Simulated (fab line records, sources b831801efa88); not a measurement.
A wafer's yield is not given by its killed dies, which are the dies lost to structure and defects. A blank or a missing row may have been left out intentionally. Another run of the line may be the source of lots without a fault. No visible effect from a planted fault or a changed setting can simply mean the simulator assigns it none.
A lot that was struck, set against a sound lot :: flow sfq_line :: 42 steps out of a route of 325
Sound: these wafers, L764.1, L764.2, L764.3. Struck: wafer L772.6. (L772.2, L772.5 of the same lot were not struck and are left out.) The cause comes at the end.
Order at every step that has rows: each side's tool, ch and its chambers, its first start. Under that, the readings that differ: sound wafers :: struck wafers :: difference of the means :: sigmas: that difference in standard deviations of wafers without a fault.
alike: a reading whose means differ by less than 2 such deviations, as well as words and numbers matching on both sides. not compared: withheld readings; readings where some wafer has no value; bounds like >300 that might hide an equal value; numbers whose values overlap and for which the record gives no deviation.
The two part at a step that has a row with sigmas, a row that says differs or no value, or rows on one side only. Numbers that have no deviation but don't overlap get no sigmas and don't part them. A reading missing from all wafers of one side parts the sides only when that side holds two or more wafers.

first, 6 steps without rows for these wafers: SFQ_TRILAYER_L0_VIA_LITHO_COAT_018 (resist thk 62 nm); SFQ_TRILAYER_L0_VIA_LITHO_COAT_013 (resist thk 650 nm); SFQ_TRILAYER_L0_VIA_LITHO_SOFTBAKE_017; SFQ_TRILAYER_L0_VIA_LITHO_EXPOSE_014 (exposes mask L0V, target cd 700 nm); SFQ_TRILAYER_L0_VIA_LITHO_PEB_016 (peb time 60 s); SFQ_TRILAYER_L0_VIA_LITHO_DEVELOP_015 (time 60 s).
SFQ_L0V_OVL_MEAS_903:
  sound on overlay-01 at day 9 04:32; struck on overlay-02 at day 11 17:02
  alike: L0V_OVL
SFQ_TRILAYER_L0_VIA_BARC_OPEN_VIA_ETCH_021: etches BARC in O2, target depth 125 nm, time 41.7 s.
  sound on rie_diel-01 ch 0,2,3, day 9 04:34; struck on rie_diel-01 ch 2, day 11 17:04
  alike: drypump_motor_current_A, oes_product_au
  not compared: rf_hours_counter_h
then, 4 steps without rows for these wafers: SFQ_TRILAYER_L0_VIA_ETCH_VIA_ETCH_016 (etches SiO2 in CHF3, stops on MoNx KI, target depth 80 nm); SFQ_TRILAYER_L0_VIA_STRIP_STRIP_017 (strips in O2); SFQ_TRILAYER_L0_VIA_STRIP_SOLV_CLEAN_018 (cleans in NMP, time 600 s); SFQ_TRILAYER_M0_DEP_PRE_CLEAN_020 (time 15 s).
SFQ_TRILAYER_M0_DEP_SPUTTER_019: material Nb, target thk 200 nm, time 133.3 s.
  sound on pvd_sputter-03 at day 9 05:27; struck on pvd_sputter-03 at day 11 17:57
reading: model.Nb_of_TRILAYER_M0_DEP_SPUTTER_019.thk_nm (nm)
sound: 201.5 202.2 203.8
struck: 281.7
difference: +79.2
sigmas: 
  alike: base_pressure_pa, throttle_valve_pct
SFQ_M0_RS_MEAS_904: measurement is done with a four-point probe.
  sound on film_metro-02 at day 9 05:32; struck on film_metro-03 at day 11 18:04
reading: M0_NB_RS (ohm/sq)
sound: 0.881 0.878 0.869
struck: 0.629
difference: -0.247
sigmas: -22
then, 6 steps without rows for these wafers: SFQ_TRILAYER_M0_LITHO_COAT_026 (resist thk 62 nm); SFQ_TRILAYER_M0_LITHO_COAT_021 (resist thk 600 nm); SFQ_TRILAYER_M0_LITHO_SOFTBAKE_025; SFQ_TRILAYER_M0_LITHO_EXPOSE_022 (exposes mask M0, target cd 500 nm); SFQ_TRILAYER_M0_LITHO_PEB_024 (peb time 60 s); SFQ_TRILAYER_M0_LITHO_DEVELOP_023 (time 60 s).
SFQ_M0_OVL_MEAS_906:
  sound on overlay-02 at day 13 06:13; struck on overlay-02 at day 13 17:02
  alike: M0_OVL
SFQ_TRILAYER_M0_BARC_OPEN_METAL_ETCH_031: etches BARC in O2, target depth 125 nm, time 41.7 s.
  sound on rie_metal-01 ch 0,1, day 13 06:16; struck on rie_metal-01 ch 0, day 13 17:04
reading: oes_product_au (a.u.)
sound: 0.687 0.686 0.691
struck: 0.679
difference: -0.009
sigmas: -2
  alike: drypump_motor_current_A
  not compared: rf_hours_counter_h
SFQ_TRILAYER_M0_ETCH_METAL_ETCH_024: etches Nb in Cl2/Ar, stops on SiO2, target depth 240 nm, time 120 s.
  sound on rie_metal-01 ch 0,1, day 13 06:19; struck on rie_metal-01 ch 0, day 13 17:08
reading: oes_product_au (a.u.)
sound: 0.893 0.901 0.905
struck: 0.995
difference: +0.095
sigmas: +12
  alike: drypump_motor_current_A
  not compared: rf_hours_counter_h
SFQ_TRILAYER_M0_STRIP_STRIP_025: strips in O2.
  sound on rie_metal-01 ch 0,1, day 13 06:26; struck on rie_metal-01 ch 0, day 13 17:16
  alike: drypump_motor_current_A, oes_product_au, platen_temp_c
  not compared: rf_hours_counter_h
then, 3 steps without rows for these wafers: SFQ_TRILAYER_M0_STRIP_SOLV_CLEAN_026 (cleans in NMP, time 600 s); SFQ_TRILAYER_I0_DEP_PECVD_027 (deposits SiO2 from SiH4/N2O, time 111.11 s, target thk 500 nm); SFQ_TRILAYER_I0_CMP_CMP_028 (polishes SiO2).
SFQ_I0_BOW_MEAS_907:
  sound on film_metro-02 at day 13 12:01; struck on film_metro-01 at day 14 00:07
  alike: I0_BOW
SFQ_TRILAYER_I0_METRO_MEASURE_029:
  sound on film_metro-02 at day 13 12:08; struck on film_metro-01 at day 14 00:25
  alike: thk_nm
then, 6 steps without rows for these wafers: SFQ_TRILAYER_I0_VIA_LITHO_COAT_036 (resist thk 62 nm); SFQ_TRILAYER_I0_VIA_LITHO_COAT_031 (resist thk 650 nm); SFQ_TRILAYER_I0_VIA_LITHO_SOFTBAKE_035; SFQ_TRILAYER_I0_VIA_LITHO_EXPOSE_032 (exposes mask I0, target cd 500 nm); SFQ_TRILAYER_I0_VIA_LITHO_PEB_034 (peb time 60 s); SFQ_TRILAYER_I0_VIA_LITHO_DEVELOP_033 (time 60 s).
-- the record jumps here: 5 days lie between the struck wafers' starts before and after --
SFQ_I0_OVL_MEAS_908:
  sound on overlay-02 at day 17 21:53; struck on overlay-02 at day 18 17:04
reading: I0_OVL (nm)
sound: 0 -4 -1
struck: -13
difference: -11
sigmas: -2
then, 1 step without rows for these wafers: SFQ_TRILAYER_I0_VIA_BARC_OPEN_VIA_ETCH_046 (etches BARC in O2, target depth 125 nm, time 41.7 s).
SFQ_TRILAYER_I0_VIA_ETCH_VIA_ETCH_034: etches SiO2 in CHF3, stops on Nb, target depth 260 nm.
  sound on rie_diel-04 ch 1,2, day 17 21:58; struck on rie_diel-04 ch 2, day 18 17:08
  alike: drypump_motor_current_A, oes_product_au
then, 3 steps without rows for these wafers: SFQ_TRILAYER_I0_VIA_STRIP_STRIP_035 (strips in O2); SFQ_TRILAYER_I0_VIA_STRIP_SOLV_CLEAN_036 (cleans in NMP, time 600 s); SFQ_TRILAYER_M1_DEP_PRE_CLEAN_038 (time 22.5 s).
-- the record jumps here: 57 days lie between the struck wafers' starts before and after --
SFQ_M8_BOW_MEAS_951:
  sound on film_metro-02 at day 70 20:44; struck on film_metro-02 at day 75 19:15
reading: model.etest.m0.comb_log10_ohm
sound: 12 12 12
struck: 0
difference: -12
sigmas: 

reading: model.etest.m0.ohm_sq
sound: 0.8837 0.8804 0.8737
struck: 0.6321
difference: -0.2472
sigmas: 
  alike: M8_BOW

WHERE THEY PART
Earliest at SFQ_M0_RS_MEAS_904; latest, in this record, at SFQ_I0_OVL_MEAS_908. Later steps at which nothing parts them and some readings are alike: SFQ_TRILAYER_I0_VIA_ETCH_VIA_ETCH_034, SFQ_M8_BOW_MEAS_951.

WHY: what had been put in by the simulator
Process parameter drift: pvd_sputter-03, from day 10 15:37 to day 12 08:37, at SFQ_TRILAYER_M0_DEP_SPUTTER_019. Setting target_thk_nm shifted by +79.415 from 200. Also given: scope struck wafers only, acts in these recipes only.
